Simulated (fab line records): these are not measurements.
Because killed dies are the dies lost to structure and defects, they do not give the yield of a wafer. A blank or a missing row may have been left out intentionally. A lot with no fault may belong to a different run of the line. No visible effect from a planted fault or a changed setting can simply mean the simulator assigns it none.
fab line records	flow sky130
record lots=24	wafers=72	last_day=50
route steps=708 shown METAL3@559 VIA3@574
lots with no fault: from the same line, run without faults
start_h: start of the lot's first displayed wafer, in hours after the record's first day	wait_h: hours from the lot's prior step to this one	" same as the row above	L1.1+2: one row covering several wafers at once	- no value, or no start given	* or withheld: withheld	< > ~ a bound
route shown NAME@n: names a module that has steps shown in the file, with the first one's number in the route	usual: mean/standard deviation of fault-free wafers	same: alike in all rows	chamber/n: place in a boat	sites: per-site readings	_std_site: standard deviation of those values	_edge_site: inner sites' mean taken away from outer sites' mean	radius_mm: for every site, how far away it sits from the centre of the wafer	mask NAME#n: copy n	behind: tool/chamber where the wafer was last shaped	hold: why the lot went on hold/how many hours it stayed there/how the hold came to an end	device: transistor that didn't switch, given as n, p or np	end of line: tests of these same wafers at the route's end	a step without rows: its recipe alone	killed: count of dies lost to structure and defects at first sort (not the wafer's yield)	map: a wafer's dies, x killed, . not, _ none there
set.NAME: the run value of the setting; set.NAME@STEP: its run value at that earlier step	model.NAME: the simulator's own value behind a step, which no gauge read
one table for each step of the route and one row for each wafer, over a sample of lots
services: from which hour (start_h, from the record's first day; less than 0 if before it) a tool's chamber was out of use, for how many hours, and why
## steps
# step SKY_METAL3_SOFTBAKE_09
# recipe temp_c=100	time_s=93.02	resist=KrF-thick
# usual plate_sensor_t_centre_C=100.88/0.01	plate_sensor_t_edge_C=100.95/0.0089
lot.wafer	tool	chamber	start_h	wait_h	plate_sensor_t_centre_C	plate_sensor_t_edge_C
L074.1	litho_track-02	0	-	-	100.89	100.96
L074.2	"	0	"	"	100.88	100.95
L074.3	"	0	"	"	100.89	100.97
L075.2	litho_track-02	0	-	-	100.88	100.95
L075.4	"	0	"	"	100.88	100.96
L075.5	"	0	"	"	100.88	100.96
L076.2	litho_track-03	0	-	-	100.89	100.93
L076.3	"	0	"	"	100.88	100.95
L076.6	"	0	"	"	100.87	100.96
L077.1	litho_track-02	0	-	-	100.88	100.94
L077.3	"	0	"	"	100.9	100.94
L077.4	"	0	"	"	100.9	100.94
L078.3	litho_track-02	0	-	-	100.89	100.95
L078.5	"	0	"	"	100.9	100.96
L078.6	"	0	"	"	100.88	100.96
L079.1	litho_track-02	0	-	-	100.88	100.95
L079.3	"	0	"	"	100.88	100.96
L079.4	"	0	"	"	100.88	100.94
L080.3	litho_track-02	0	-	-	100.87	100.97
L080.4	"	0	"	"	100.89	100.94
L080.5	"	0	"	"	100.86	100.95
L082.2	litho_track-04	0	-	-	100.9	100.95
L082.3	"	0	"	"	100.86	100.95
L082.4	"	0	"	"	100.87	100.94
L083.1	litho_track-04	0	-	-	100.89	100.95
L083.2	"	0	"	"	100.89	100.96
L083.5	"	0	"	"	100.88	100.96
L081.1	litho_track-03	0	-	-	100.89	100.95
L081.2	"	0	"	"	100.88	100.96
L081.4	"	0	"	"	100.87	100.95
L084.2	litho_track-03	0	-	-	100.88	100.95
L084.3	"	0	"	"	100.87	100.96
L084.5	"	0	"	"	100.88	100.95
L085.2	litho_track-03	0	-	-	100.87	100.96
L085.5	"	0	"	"	100.88	100.94
L085.6	"	0	"	"	100.87	100.97
L086.2	litho_track-02	0	-	-	100.88	100.95
L086.4	"	0	"	"	100.9	100.96
L086.5	"	0	"	"	100.89	100.93
L087.3	litho_track-04	0	-	-	100.88	100.95
L087.4	"	0	"	"	100.87	100.96
L087.6	"	0	"	"	100.89	100.94
L088.1	litho_track-03	0	-	-	100.87	100.95
L088.3	"	0	"	"	100.89	100.95
L088.6	"	0	"	"	100.89	100.95
L089.2	litho_track-03	0	-	-	100.87	100.95
L089.4	"	0	"	"	100.9	100.95
L089.5	"	0	"	"	100.88	100.96
L090.2	litho_track-03	0	-	-	100.88	100.94
L090.5	"	0	"	"	100.89	100.96
L090.6	"	0	"	"	100.89	100.95
L092.2	litho_track-02	0	-	-	100.88	100.96
L092.4	"	0	"	"	100.89	100.95
L092.5	"	0	"	"	100.87	100.96
L091.1	litho_track-02	0	-	-	100.88	100.95
L091.2	"	0	"	"	100.88	100.96
L091.4	"	0	"	"	100.88	100.94
L093.1	litho_track-04	0	-	-	100.87	100.96
L093.2	"	0	"	"	100.89	100.97
L093.3	"	0	"	"	100.88	100.96
L094.3	litho_track-04	0	-	-	100.88	100.96
L094.4	"	0	"	"	100.87	100.96
L094.5	"	0	"	"	100.88	100.95
L095.1	litho_track-04	0	-	-	100.87	100.95
L095.4	"	0	"	"	100.88	100.95
L095.5	"	0	"	"	100.89	100.96
L096.1	litho_track-02	0	-	-	100.87	100.96
L096.2	"	0	"	"	100.88	100.94
L096.3	"	0	"	"	100.89	100.94
L097.1	litho_track-03	0	-	-	100.87	100.97
L097.4	"	0	"	"	100.88	100.95
L097.5	"	0	"	"	100.88	100.95
# step SKY_METAL3_DESCUM_15
# recipe chemistry=O2	source_power_w=150	bias_power_w=0	pressure_mtorr=10	temp_c=40	time_s=8
# usual drypump_motor_current_A=6.1/0.52	oes_product_au=0.996/0.0076
# same bias_power_w=0
lot.wafer	tool	chamber	start_h	wait_h	drypump_motor_current_A	oes_product_au	rf_hours_counter_h
L074.1	rie_metal-04	1	893.58	0.0	5.1	0.995	3
L074.2	"	0	"	"	6.4	0.991	14
L074.3	"	0	"	"	6.4	0.993	-
L075.2	rie_metal-04	1	903.97	0.0	5.1	0.991	4
L075.4	"	0	"	"	6.4	0.995	-
L075.5	"	1	"	"	5.1	0.997	-
L076.2	rie_metal-03	1	911.32	0.0	5.5	0.995	5
L076.3	"	1	"	"	5.5	1.010	-
L076.6	"	0	"	"	5.7	1.008	-
L077.1	rie_metal-01	0	928.68	0.0	6.3	0.999	9
L077.3	"	0	"	"	6.3	0.993	-
L077.4	"	1	"	"	6.6	0.993	-
L078.3	rie_metal-01	1	930.41	0.0	6.6	0.998	-
L078.5	"	0	"	"	6.3	1.000	-
L078.6	"	1	"	"	6.6	1.012	-
L079.1	rie_metal-04	1	935.22	0.0	5.1	0.995	5
L079.3	"	1	"	"	5.1	0.998	-
L079.4	"	0	"	"	6.4	0.993	-
L080.3	rie_metal-03	1	942.49	0.0	5.5	1.008	-
L080.4	"	0	"	"	5.7	1.001	-
L080.5	"	1	"	"	5.5	1.005	-
L082.2	rie_metal-03	0	976.42	0.0	5.7	0.995	9
L082.3	"	1	"	"	5.5	1.013	-
L082.4	"	0	"	"	5.7	0.995	-
L083.1	rie_metal-04	1	977.80	0.0	5.1	1.010	7
L083.2	"	0	"	"	6.4	0.994	19
L083.5	"	0	"	"	6.4	1.003	-
L081.1	rie_metal-01	1	978.92	0.0	6.6	1.012	3
L081.2	"	0	"	"	6.3	0.992	12
L081.4	"	1	"	"	6.6	0.996	-
L084.2	rie_metal-01	0	979.87	0.0	6.4	1.001	12
L084.3	"	1	"	"	6.6	1.001	-
L084.5	"	0	"	"	6.4	1.010	-
L085.2	rie_metal-01	1	986.10	0.0	6.6	0.987	4
L085.5	"	0	"	"	6.3	0.993	-
L085.6	"	1	"	"	6.6	0.999	-
L086.2	rie_metal-03	1	1003.12	0.0	5.5	1.002	10
L086.4	"	0	"	"	5.7	0.993	-
L086.5	"	1	"	"	5.6	1.001	-
L087.3	rie_metal-01	1	1008.28	0.0	6.6	0.993	-
L087.4	"	0	"	"	6.3	1.001	-
L087.6	"	0	"	"	6.3	0.999	-
L088.1	rie_metal-03	0	1009.53	0.0	5.7	0.995	11
L088.3	"	0	"	"	5.7	0.994	-
L088.6	"	1	"	"	5.5	1.010	-
L089.2	rie_metal-01	1	1016.25	0.0	6.6	0.990	5
L089.4	"	0	"	"	6.3	1.001	-
L089.5	"	1	"	"	6.6	0.999	-
L090.2	rie_metal-01	1	1022.62	0.0	6.6	0.974	6
L090.5	"	1	"	"	6.6	0.987	-
L090.6	"	0	"	"	6.3	0.987	-
L092.2	rie_metal-01	0	1024.10	0.0	6.3	0.994	14
L092.4	"	1	"	"	6.6	0.994	-
L092.5	"	0	"	"	6.3	1.005	-
L091.1	rie_metal-01	1	1025.85	0.0	6.7	0.997	6
L091.2	"	0	"	"	6.3	0.995	15
L091.4	"	1	"	"	6.6	0.994	-
L093.1	rie_metal-03	1	1036.68	0.0	5.5	0.985	11
L093.2	"	0	"	"	5.7	0.984	13
L093.3	"	1	"	"	5.5	0.999	-
L094.3	rie_metal-04	0	1038.66	0.0	6.4	0.987	-
L094.4	"	1	"	"	5.1	0.996	-
L094.5	"	1	"	"	5.1	0.983	-
L095.1	rie_metal-04	0	1043.42	0.0	6.4	0.997	23
L095.4	"	1	"	"	5.1	0.994	-
L095.5	"	1	"	"	5.1	0.989	-
L096.1	rie_metal-01	0	1052.87	0.0	6.3	0.995	15
L096.2	"	1	"	"	6.6	0.996	9
L096.3	"	1	"	"	6.6	0.998	-
L097.1	rie_metal-01	0	1054.85	0.0	6.3	0.994	15
L097.4	"	0	"	"	6.3	0.985	-
L097.5	"	0	"	"	6.3	0.985	-
# step SKY_VIA3_THK_MEAS_01
# recipe reads=SiO2_of_VIA3_HDPCVD_00
# usual VIA3_HDPCVD_THK=1629/16
lot.wafer	tool	chamber	start_h	wait_h	VIA3_HDPCVD_THK[nm]
L074.1	film_metro-01	-	894.89	0.1	1641
L074.2	"	-	"	"	1656
L074.3	"	-	"	"	1642
L075.2	film_metro-02	-	905.07	0.1	1629
L075.4	"	-	"	"	1623
L075.5	"	-	"	"	1645
L076.2	film_metro-01	-	912.44	0.1	1624
L076.3	"	-	"	"	1618
L076.6	"	-	"	"	1598
L077.1	film_metro-01	-	929.77	0.1	1647
L077.3	"	-	"	"	1612
L077.4	"	-	"	"	1625
L078.3	film_metro-02	-	931.54	0.1	1626
L078.5	"	-	"	"	1611
L078.6	"	-	"	"	1623
L079.1	film_metro-02	-	936.34	0.1	1640
L079.3	"	-	"	"	1648
L079.4	"	-	"	"	1640
L080.3	film_metro-01	-	943.71	0.1	1635
L080.4	"	-	"	"	1635
L080.5	"	-	"	"	1622
L082.2	film_metro-01	-	977.51	0.1	1623
L082.3	"	-	"	"	1630
L082.4	"	-	"	"	1622
L083.1	film_metro-01	-	978.88	0.1	1628
L083.2	"	-	"	"	1614
L083.5	"	-	"	"	1636
L081.1	film_metro-01	-	980.00	0.1	1633
L081.2	"	-	"	"	1629
L081.4	"	-	"	"	1617
L084.2	film_metro-01	-	980.99	0.1	1616
L084.3	"	-	"	"	1588
L084.5	"	-	"	"	1607
L085.2	film_metro-02	-	987.19	0.1	1647
L085.5	"	-	"	"	1639
L085.6	"	-	"	"	1634
L086.2	film_metro-01	-	1004.21	0.1	1642
L086.4	"	-	"	"	1644
L086.5	"	-	"	"	1665
L087.3	film_metro-02	-	1009.37	0.1	1614
L087.4	"	-	"	"	1636
L087.6	"	-	"	"	1634
L088.1	film_metro-01	-	1010.62	0.1	1627
L088.3	"	-	"	"	1652
L088.6	"	-	"	"	1653
L089.2	film_metro-01	-	1017.34	0.1	1609
L089.4	"	-	"	"	1619
L089.5	"	-	"	"	1610
L090.2	film_metro-01	-	1023.76	0.1	1607
L090.5	"	-	"	"	1619
L090.6	"	-	"	"	1619
L092.2	film_metro-02	-	1025.23	0.1	1622
L092.4	"	-	"	"	1626
L092.5	"	-	"	"	1634
L091.1	film_metro-01	-	1026.98	0.1	1621
L091.2	"	-	"	"	1612
L091.4	"	-	"	"	1607
L093.1	film_metro-02	-	1037.77	0.1	1613
L093.2	"	-	"	"	1615
L093.3	"	-	"	"	1628
L094.3	film_metro-02	-	1040.15	0.1	1623
L094.4	"	-	"	"	1639
L094.5	"	-	"	"	1626
L095.1	film_metro-02	-	1044.56	0.1	1645
L095.4	"	-	"	"	1625
L095.5	"	-	"	"	1642
L096.1	film_metro-04	-	1054.13	0.1	1655
L096.2	"	-	"	"	1667
L096.3	"	-	"	"	1651
L097.1	film_metro-01	-	1056.41	0.1	1625
L097.4	"	-	"	"	1655
L097.5	"	-	"	"	1629
# step SKY_VIA3_CD_MEAS_12
# recipe target_cd_nm=200
# usual cd_nm=200.3/1.5
lot.wafer	tool	chamber	start_h	wait_h	cd_nm
L074.1	cd_sem-02	-	921.24	-	200.2
L074.2	"	-	"	"	200.6
L074.3	"	-	"	"	199.9
L075.2	cd_sem-01	-	930.98	-	202.0
L075.4	"	-	"	"	199.4
L075.5	"	-	"	"	200.0
L076.2	cd_sem-02	-	938.23	-	202.7
L076.3	"	-	"	"	202.6
L076.6	"	-	"	"	202.4
L077.1	cd_sem-02	-	954.84	-	198.4
L077.3	"	-	"	"	199.2
L077.4	"	-	"	"	199.8
L078.3	cd_sem-02	-	956.63	-	199.6
L078.5	"	-	"	"	199.4
L078.6	"	-	"	"	200.4
L079.1	cd_sem-02	-	961.09	-	200.3
L079.3	"	-	"	"	199.8
L079.4	"	-	"	"	200.0
L080.3	cd_sem-02	-	968.48	-	200.1
L080.4	"	-	"	"	197.6
L080.5	"	-	"	"	200.1
L082.2	cd_sem-01	-	1001.07	-	201.6
L082.3	"	-	"	"	200.0
L082.4	"	-	"	"	200.0
L083.1	cd_sem-01	-	1002.51	-	200.2
L083.2	"	-	"	"	200.7
L083.5	"	-	"	"	202.5
L081.1	cd_sem-01	-	1003.50	-	198.8
L081.2	"	-	"	"	200.2
L081.4	"	-	"	"	200.8
L084.2	cd_sem-01	-	1004.01	-	204.8
L084.3	"	-	"	"	204.5
L084.5	"	-	"	"	204.8
L085.2	cd_sem-01	-	1010.96	-	200.4
L085.5	"	-	"	"	200.7
L085.6	"	-	"	"	200.8
L086.2	cd_sem-01	-	1027.46	-	200.3
L086.4	"	-	"	"	200.4
L086.5	"	-	"	"	200.1
L087.3	cd_sem-01	-	1031.99	-	199.4
L087.4	"	-	"	"	198.4
L087.6	"	-	"	"	199.9
L088.1	cd_sem-01	-	1033.68	-	199.0
L088.3	"	-	"	"	198.4
L088.6	"	-	"	"	197.8
L089.2	cd_sem-01	-	1040.37	-	199.8
L089.4	"	-	"	"	199.3
L089.5	"	-	"	"	199.4
L090.2	cd_sem-01	-	1046.01	-	199.4
L090.5	"	-	"	"	198.1
L090.6	"	-	"	"	198.5
L092.2	cd_sem-01	-	1048.28	-	202.5
L092.4	"	-	"	"	202.4
L092.5	"	-	"	"	202.8
L091.1	cd_sem-02	-	1050.15	-	200.6
L091.2	"	-	"	"	199.5
L091.4	"	-	"	"	201.5
L093.1	cd_sem-01	-	1060.05	-	201.7
L093.2	"	-	"	"	201.1
L093.3	"	-	"	"	201.8
L094.3	cd_sem-02	-	1061.59	-	201.2
L094.4	"	-	"	"	201.4
L094.5	"	-	"	"	200.4
L095.1	cd_sem-02	-	1066.40	-	199.0
L095.4	"	-	"	"	199.3
L095.5	"	-	"	"	199.9
L096.1	cd_sem-01	-	1076.44	-	199.2
L096.2	"	-	"	"	201.8
L096.3	"	-	"	"	199.5
L097.1	cd_sem-02	-	1078.16	-	200.1
L097.4	"	-	"	"	199.0
L097.5	"	-	"	"	197.9
# step SKY_VIA3_OVL_MEAS_13
# usual VIA3_OVL=1/6.5
lot.wafer	tool	chamber	start_h	wait_h	VIA3_OVL[nm]
L074.1	overlay-02	-	921.36	0.1	-5
L074.2	"	-	"	"	-6
L074.3	"	-	"	"	-5
L075.2	overlay-02	-	931.09	0.1	-2
L075.4	"	-	"	"	-3
L075.5	"	-	"	"	4
L076.2	overlay-01	-	938.34	0.1	-2
L076.3	"	-	"	"	3
L076.6	"	-	"	"	2
L077.1	overlay-02	-	954.96	0.1	-5
L077.3	"	-	"	"	-8
L077.4	"	-	"	"	-4
L078.3	overlay-01	-	956.72	0.1	-5
L078.5	"	-	"	"	-7
L078.6	"	-	"	"	-7
L079.1	overlay-02	-	961.21	0.1	-7
L079.3	"	-	"	"	-2
L079.4	"	-	"	"	-3
L080.3	overlay-01	-	968.57	0.1	13
L080.4	"	-	"	"	11
L080.5	"	-	"	"	13
L082.2	overlay-02	-	1001.17	0.1	-11
L082.3	"	-	"	"	-3
L082.4	"	-	"	"	-14
L083.1	overlay-01	-	1002.63	0.1	8
L083.2	"	-	"	"	12
L083.5	"	-	"	"	6
L081.1	overlay-01	-	1003.62	0.1	3
L081.2	"	-	"	"	4
L081.4	"	-	"	"	6
L084.2	overlay-02	-	1004.12	0.1	4
L084.3	"	-	"	"	5
L084.5	"	-	"	"	7
L085.2	overlay-01	-	1011.07	0.1	1
L085.5	"	-	"	"	-7
L085.6	"	-	"	"	-5
L086.2	overlay-02	-	1027.57	0.1	0
L086.4	"	-	"	"	2
L086.5	"	-	"	"	-8
L087.3	overlay-02	-	1032.08	0.1	-8
L087.4	"	-	"	"	-6
L087.6	"	-	"	"	-6
L088.1	overlay-01	-	1033.80	0.1	-7
L088.3	"	-	"	"	-3
L088.6	"	-	"	"	4
L089.2	overlay-02	-	1040.47	0.1	4
L089.4	"	-	"	"	7
L089.5	"	-	"	"	7
L090.2	overlay-01	-	1046.12	0.1	4
L090.5	"	-	"	"	2
L090.6	"	-	"	"	0
L092.2	overlay-01	-	1048.39	0.1	-5
L092.4	"	-	"	"	-13
L092.5	"	-	"	"	-12
L091.1	overlay-02	-	1050.27	0.1	0
L091.2	"	-	"	"	9
L091.4	"	-	"	"	4
L093.1	overlay-01	-	1060.17	0.1	5
L093.2	"	-	"	"	4
L093.3	"	-	"	"	9
L094.3	overlay-02	-	1061.68	0.1	3
L094.4	"	-	"	"	5
L094.5	"	-	"	"	-3
L095.1	overlay-02	-	1066.52	0.1	4
L095.4	"	-	"	"	8
L095.5	"	-	"	"	10
L096.1	overlay-02	-	1076.56	0.1	9
L096.2	"	-	"	"	8
L096.3	"	-	"	"	12
L097.1	overlay-02	-	1078.28	0.1	0
L097.4	"	-	"	"	3
L097.5	"	-	"	"	-1
# step SKY_VIA3_RS_MEAS_22
# recipe thk_meas_gauge=four-point-probe	reads=W_of_VIA3_CVD_21+TiN_of_VIA3_SPUTTER_20
# usual VIA3_W_RS=0.2950/0.0028
lot.wafer	tool	chamber	start_h	wait_h	VIA3_W_RS[ohm/sq]
L074.1	film_metro-01	-	922.32	0.1	0.2938
L074.2	"	-	"	"	0.2940
L074.3	"	-	"	"	0.2928
L075.2	film_metro-04	-	932.03	0.1	0.2966
L075.4	"	-	"	"	0.2963
L075.5	"	-	"	"	0.2955
L076.2	film_metro-01	-	939.26	0.1	0.2951
L076.3	"	-	"	"	0.3015
L076.6	"	-	"	"	0.2959
L077.1	film_metro-04	-	955.91	0.1	0.2994
L077.3	"	-	"	"	0.2945
L077.4	"	-	"	"	0.2970
L078.3	film_metro-02	-	957.70	0.1	0.2975
L078.5	"	-	"	"	0.2980
L078.6	"	-	"	"	0.2959
L079.1	film_metro-02	-	962.13	0.1	0.2945
L079.3	"	-	"	"	0.2900
L079.4	"	-	"	"	0.2958
L080.3	film_metro-01	-	969.52	0.1	0.2937
L080.4	"	-	"	"	0.2919
L080.5	"	-	"	"	0.2897
L082.2	film_metro-02	-	1002.10	0.1	0.2955
L082.3	"	-	"	"	0.3024
L082.4	"	-	"	"	0.2956
L083.1	film_metro-01	-	1003.54	0.1	0.2951
L083.2	"	-	"	"	0.2958
L083.5	"	-	"	"	0.2962
L081.1	film_metro-04	-	1004.53	0.1	0.2898
L081.2	"	-	"	"	0.2885
L081.4	"	-	"	"	0.2964
L084.2	film_metro-01	-	1005.04	0.1	0.2986
L084.3	"	-	"	"	0.2984
L084.5	"	-	"	"	0.2997
L085.2	film_metro-04	-	1011.99	0.1	0.2921
L085.5	"	-	"	"	0.2901
L085.6	"	-	"	"	0.2925
L086.2	film_metro-04	-	1028.49	0.1	0.2960
L086.4	"	-	"	"	0.2938
L086.5	"	-	"	"	0.2938
L087.3	film_metro-04	-	1033.07	0.1	0.2965
L087.4	"	-	"	"	0.2963
L087.6	"	-	"	"	0.2925
L088.1	film_metro-04	-	1034.77	0.1	0.2991
L088.3	"	-	"	"	0.2970
L088.6	"	-	"	"	0.2976
L089.2	film_metro-04	-	1041.46	0.1	0.2918
L089.4	"	-	"	"	0.2964
L089.5	"	-	"	"	0.2977
L090.2	film_metro-01	-	1047.39	0.1	0.2920
L090.5	"	-	"	"	0.2947
L090.6	"	-	"	"	0.2953
L092.2	film_metro-01	-	1049.32	0.1	0.2934
L092.4	"	-	"	"	0.2930
L092.5	"	-	"	"	0.2928
L091.1	film_metro-01	-	1051.18	0.1	0.2941
L091.2	"	-	"	"	0.2982
L091.4	"	-	"	"	0.2947
L093.1	film_metro-01	-	1061.12	0.1	0.2953
L093.2	"	-	"	"	0.2964
L093.3	"	-	"	"	0.2953
L094.3	film_metro-04	-	1062.69	0.1	0.2975
L094.4	"	-	"	"	0.2983
L094.5	"	-	"	"	0.2960
L095.1	film_metro-02	-	1067.47	0.1	0.2914
L095.4	"	-	"	"	0.2937
L095.5	"	-	"	"	0.2946
L096.1	film_metro-02	-	1077.51	0.1	0.2979
L096.2	"	-	"	"	0.3006
L096.3	"	-	"	"	0.2985
L097.1	film_metro-01	-	1079.38	0.2	0.2947
L097.4	"	-	"	"	0.2930
L097.5	"	-	"	"	0.2914
## services
tool	chamber	start_h	hours	kind
rie_metal-01	1	879.57	1.0	repair
rie_metal-01	1	880.56	-	clean
rie_metal-01	1	880.56	24.6	scheduled_down
rie_metal-01	1	880.56	24.6	vent_cycle
rie_metal-01	0	908.78	7.1	repair
rie_metal-03	-	927.58	0.5	repair
rie_metal-01	0	1029.13	23.6	repair
rie_metal-03	-	1046.91	2.5	repair
rie_metal-01	1	1053.61	49.3	repair
## key
fault none
